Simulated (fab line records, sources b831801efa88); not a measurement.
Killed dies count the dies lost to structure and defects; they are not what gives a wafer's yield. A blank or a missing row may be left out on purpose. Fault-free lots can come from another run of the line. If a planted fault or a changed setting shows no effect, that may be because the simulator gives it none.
A lot that was struck, set against a sound lot	flow sky130	16 steps out of a route of 708
Sound: wafers L907.2, L907.3, L907.6. Wafers L917.2, L917.3, L917.5 were the ones struck. The cause comes at the end.
For every step that has rows: the tool of each side, followed by ch and its chambers, followed by its first start. Under that, the readings that differ: sound wafers	struck wafers	difference of the means	sigmas: that difference in standard deviations of wafers without a fault.
alike: same words and numbers on both sides, and readings whose means sit less than 2 such deviations apart. not compared: any withheld reading, any reading some wafer has no value for, any bound like >300 that may hide the same value, and any number with overlapping values for which the record gives no deviation.
Wherever a step has rows on one side only, a row that says differs or no value, or a row with sigmas, the two part there. Non-overlapping numbers with no deviation appear without sigmas and do not part them. Lack of a reading on every wafer of one side parts them only where that side has two or more wafers.

first, 8 steps without rows for these wafers: SKY_POLY_GATE_DEHYDRATE_05 (time 60 s); SKY_POLY_GATE_HMDS_06 (prime time 60 s); SKY_POLY_GATE_COAT_07 (resist thk 110 nm); SKY_POLY_GATE_COAT_08 (resist thk 450 nm); SKY_POLY_GATE_SOFTBAKE_09 (time 90 s); SKY_POLY_GATE_EXPOSE_10 (exposes mask P1M, target cd 150 nm); SKY_POLY_GATE_PEB_11; SKY_POLY_GATE_DEVELOP_12 (develop time 60 s).
SKY_POLY_GATE_CD_MEAS_13 targets a cd of 150 nm.
  sound on cd-sem-02 at day 17 23:16; struck on cd-sem-02 at day 22 05:45
  alike: cd-nm
SKY_POLY_GATE_OVL_MEAS_14:
  sound on overlay-02 at day 17 23:22; struck on overlay-01 at day 22 05:52
  alike: POLY_GATE_OVL
SKY_POLY_GATE_ETCH_15: etches BARC in N2/H2, stops on SiO2, time 116.5 s, target depth 110 nm.
  sound on rie-diel-02 ch 0,3, day 17 23:24; struck on rie-diel-03 ch 0,1,3, day 22 05:53
  alike: bias-w, chamber-pressure-mTorr, drypump-motor-current-A, oes-product-au, throttle-valve-pct
  not compared: rf-hours-counter-h
SKY_POLY_GATE_ETCH_16: etches Si3N4 in CH3F/O2, stops on poly-Si, time 147.5 s, target depth 75 nm.
  sound on rie-diel-02 ch 0,3, day 17 23:29; struck on rie-diel-03 ch 0,1,3, day 22 05:58
  alike: O2_flow_sccm, bias-w, drypump-motor-current-A, oes-product-au, throttle-valve-pct
  not compared: rf-hours-counter-h
SKY_POLY_GATE_ETCH_17: etches poly-Si in HBr/Cl2, stops on SiO2, target depth 180 nm, time 70.5 s.
  sound on rie-si-02 ch 0,1, day 17 23:35; struck on rie-si-01 ch 0,2,3, day 22 06:04
  no value came back on the struck wafers for any of 6 readings (HBr_flow_sccm (sccm), bias-w (W) and others); on the sound wafers HBr_flow_sccm (sccm) reads 149.9 149.8 149.3
reading	sound	struck	difference	sigmas
model.KrF-thick_of_POLY_GATE_COAT_08.thk-nm (nm)	143.7 143.5 145.1	239.1 235.3 239.3	+93.8	
  not compared: rf-hours-counter-h
SKY_POLY_GATE_STRIP_18: strips in O2/N2.
  sound on plasma-asher-03 ch 0, day 17 23:38; struck on plasma-asher-02 ch 0,1, day 22 06:08
reading	sound	struck	difference	sigmas
oes-product-au (a.u.)	0.365 0.357 0.361	0.407 0.409 0.418	+0.050	+10
strip-time-to-endpoint-s (s)	3.214 3.209 3.236	4.262 4.206 4.237	+1.015	+36
  alike: drypump-motor-current-A
  not compared: rf-hours-counter-h
then, 1 step without rows for these wafers: SKY_POLY_GATE_CLEAN_19 (cleans in SC1/SC2, time 150 s).
-- the record jumps here: 27 days lie between the struck wafers' starts before and after (it left off in module POLY_GATE and takes up again in module PAD_OPEN, whose first step shown is number 708 of the route) --
SKY_PAD_OPEN_PROBE_99:
  sound on prober-01 at day 46 21:53; struck on prober-02 at day 49 11:46
reading	sound	struck	difference	sigmas
killed-at-front-end	23 9 14	400 420 420	+398	+83
killed-dies	89 76 98	492 492 492	+404	+40
killed-on-rim	20 14 20	96 96 96	+78	+22
  alike: killed_at_M0_to_M3, killed_at_M4_up, killed-at-contacts, killed-at-other, killed-open, killed-short

== WHERE THEY PART ==
At SKY_POLY_GATE_ETCH_17 first; at SKY_PAD_OPEN_PROBE_99 last (within this record only).

WHY: the cause the simulator had injected
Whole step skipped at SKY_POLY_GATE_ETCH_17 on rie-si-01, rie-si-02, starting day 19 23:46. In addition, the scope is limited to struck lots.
